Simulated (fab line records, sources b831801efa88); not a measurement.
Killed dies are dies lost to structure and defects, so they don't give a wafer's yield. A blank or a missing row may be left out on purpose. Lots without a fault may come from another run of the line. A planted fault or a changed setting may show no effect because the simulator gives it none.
Which tool did it? | flow sky130 | 13 lots, 39 wafers sampled, at 5 steps of a route of 708

WHAT THE GAUGES READ, wafer by wafer
SKY_FIELD_ISO_CD_MEAS_13: target cd 150 nm. Usual: cd_nm 150.3 nm, standard deviation 1.4.
lot  | measured    | on        | cd_nm (nm)                          | flag
L498 | day 2 06:55 | cd_sem-01 | 149.5 149.0 149.9                   |
L500 | day 2 15:37 | cd_sem-02 | 151.8 149.8 152.1                   |
L501 | day 2 22:37 | cd_sem-02 | 149.7 149.9 150.2                   |
L502 | day 3 02:37 | cd_sem-01 | 149.1 150.9 148.2                   |
L504 | day 3 12:13 | cd_sem-01 | 147.6 147.9 146.9                   |
L509 | day 4 12:04 | cd_sem-01 | 150.4 150.4 150.5                   |
L511 | day 5 11:32 | cd_sem-01 | 149.7 151.2 149.9                   |
L514 | day 5 18:41 | cd_sem-02 | 141.2 142.8 141.5 141.3 142.8 141.8 | OFF
L515 | day 5 23:47 | cd_sem-02 | 150.1 149.1 149.5                   |
L517 | day 6 06:46 | cd_sem-02 | 152.2 151.6 152.4                   |
L518 | day 6 15:01 | cd_sem-02 | 151.1 151.3 149.0                   |
L519 | day 6 17:46 | cd_sem-01 | 153.2 152.8 152.8                   |
L521 | day 7 05:25 | cd_sem-02 | 147.8 148.9 149.4                   |

SKY_FIELD_ISO_THK_MEAS_23. Usual: FIELD_ISO_OXIDATION_01_THK 10.01 nm, standard deviation 0.24.
lot  | measured    | on            | FIELD_ISO_OXIDATION_01_THK (nm) | flag
L498 | day 2 10:55 | film_metro-04 | 10.06 9.98 10.20                |
L500 | day 2 19:24 | film_metro-01 | 10.12 10.12 10.38               |
L501 | day 3 00:44 | film_metro-03 | 10.08 9.98 10.08                |
L502 | day 3 05:05 | film_metro-01 | 10.04 9.87 9.89                 |
L504 | day 3 14:44 | film_metro-01 | 10.15 10.04 10.29               |
L509 | day 4 14:28 | film_metro-01 | 10.66 10.67 10.48               |
L511 | day 5 13:22 | film_metro-04 | 10.14 10.15 10.05               |
L514 | day 6 06:43 | film_metro-03 | 9.62 9.70 9.56                  |
L515 | day 6 04:11 | film_metro-01 | 10.01 9.85 9.81                 |
L517 | day 6 08:47 | film_metro-01 | 10.07 10.11 9.98                |
L518 | day 6 17:21 | film_metro-01 | 9.77 9.85 9.89                  |
L519 | day 6 20:13 | film_metro-03 | 9.99 10.03 10.11                |
L521 | day 7 07:32 | film_metro-03 | 10.16 10.15 10.22               |

SKY_LOCAL_INTERCONNECT_RS_MEAS_01: measures by four-point-probe. Usual: LOCAL_INTERCONNECT_TIN_RS 14.17 ohm/sq, standard deviation 0.17.
lot  | measured     | on            | LOCAL_INTERCONNECT_TIN_RS (ohm/sq) | flag
L498 | day 28 23:24 | film_metro-03 | 14.16 14.11 13.87                  |
L500 | day 29 13:44 | film_metro-02 | 14.31 14.54 14.37                  |
L501 | day 29 17:29 | film_metro-03 | 14.30 14.22 14.10                  |
L502 | day 29 21:52 | film_metro-02 | 13.98 13.86 14.16                  |
L504 | day 30 18:17 | film_metro-02 | 14.53 14.17 14.47                  |
L509 | day 32 15:13 | film_metro-01 | 14.11 14.06 13.95                  |
L511 | day 33 21:29 | film_metro-02 | 14.24 14.19 14.59                  |
L514 | day 34 17:40 | film_metro-01 | 14.31 14.24 14.18                  |
L515 | day 34 18:58 | film_metro-01 | 14.09 14.55 14.12                  |
L517 | day 35 00:31 | film_metro-03 | 14.16 14.26 14.23                  |
L518 | day 35 06:16 | film_metro-02 | 14.17 14.09 14.28                  |
L519 | day 35 16:39 | film_metro-01 | 14.30 14.08 14.24                  |
L521 | day 36 07:40 | film_metro-01 | 14.24 14.26 14.35                  |

SKY_LOCAL_INTERCONNECT_OVL_MEAS_12. Usual: LOCAL_INTERCONNECT_OVL -2 nm, standard deviation 5.7.
lot  | measured     | on         | LOCAL_INTERCONNECT_OVL (nm) | flag
L498 | day 30 04:30 | overlay-02 | -6 -9 -1                    |
L500 | day 30 18:00 | overlay-02 | -4 -9 -9                    |
L501 | day 30 21:36 | overlay-01 | -3 1 -10                    |
L502 | day 31 01:44 | overlay-01 | -11 -12 -12                 |
L504 | day 31 22:07 | overlay-02 | 1 4 -8                      |
L509 | day 33 19:51 | overlay-01 | -6 -9 -11                   |
L511 | day 34 23:48 | overlay-01 | -6 -3 3                     |
L514 | day 35 18:59 | overlay-01 | -7 -4 -4                    |
L515 | day 35 21:29 | overlay-01 | 1 -3 0                      |
L517 | day 36 02:36 | overlay-01 | 5 1 4                       |
L518 | day 36 08:04 | overlay-01 | 2 14 2                      |
L519 | day 36 19:05 | overlay-01 | -10 4 -2                    |
L521 | day 37 09:21 | overlay-01 | 4 9 8                       |

WHICH TOOL RAN EACH LOT (tool, then ch and the chambers of the sampled wafers, then the start)
lot  | SKY_FIELD_ISO_EXPOSE_10
L498 | krf_scanner-02 ch 0, day 1 23:05
L500 | krf_scanner-02 ch 0, day 2 08:41
L501 | krf_scanner-01 ch 0, day 2 14:44
L502 | krf_scanner-02 ch 0, day 2 19:14
L504 | krf_scanner-02 ch 0, day 3 04:28
L509 | krf_scanner-01 ch 0, day 4 05:23
L511 | krf_scanner-02 ch 0, day 5 02:38
L514 | krf_scanner-01 ch 0, day 5 09:16
L515 | krf_scanner-02 ch 0, day 5 15:46
L517 | krf_scanner-01 ch 0, day 5 21:57
L518 | krf_scanner-02 ch 0, day 6 05:07
L519 | krf_scanner-01 ch 0, day 6 09:05
L521 | krf_scanner-01 ch 0, day 6 19:56
- SKY_FIELD_ISO_EXPOSE_10: exposes mask FOM, target cd 150 nm.

WHAT THE TOOLS THEMSELVES READ (means of the sampled wafers that have a number; where no wafer has one, the mark that the record gives instead)
The record holds no such reading with a usual standard deviation.

THE ANSWER, worked out from the rows above alone
Rule: a lot is off if the mean of its wafers that have a number lies more than 3 standard deviations from the usual mean. A lot without any number at a reading at which 4 lots or more have one is off too. The other lots that the step has rows for count as sound. The gauges are gone through in route order, then the tools' own readings, and for those a lot's mean is taken as printed above. The first step at which some lot is off is used, and at that step the reading that is off furthest; a lot without a number counts as furthest.
Off: L514, at SKY_FIELD_ISO_CD_MEAS_13 (cd_nm).
A tool fits if, at a process step before that reading, it ran every lot that is off, and no sound lot after the first of them. The gauges at SKY_FIELD_ISO_CD_MEAS_13 are tried like those tools. None of those tried fits.

WHAT THE SIMULATOR HAD PUT IN
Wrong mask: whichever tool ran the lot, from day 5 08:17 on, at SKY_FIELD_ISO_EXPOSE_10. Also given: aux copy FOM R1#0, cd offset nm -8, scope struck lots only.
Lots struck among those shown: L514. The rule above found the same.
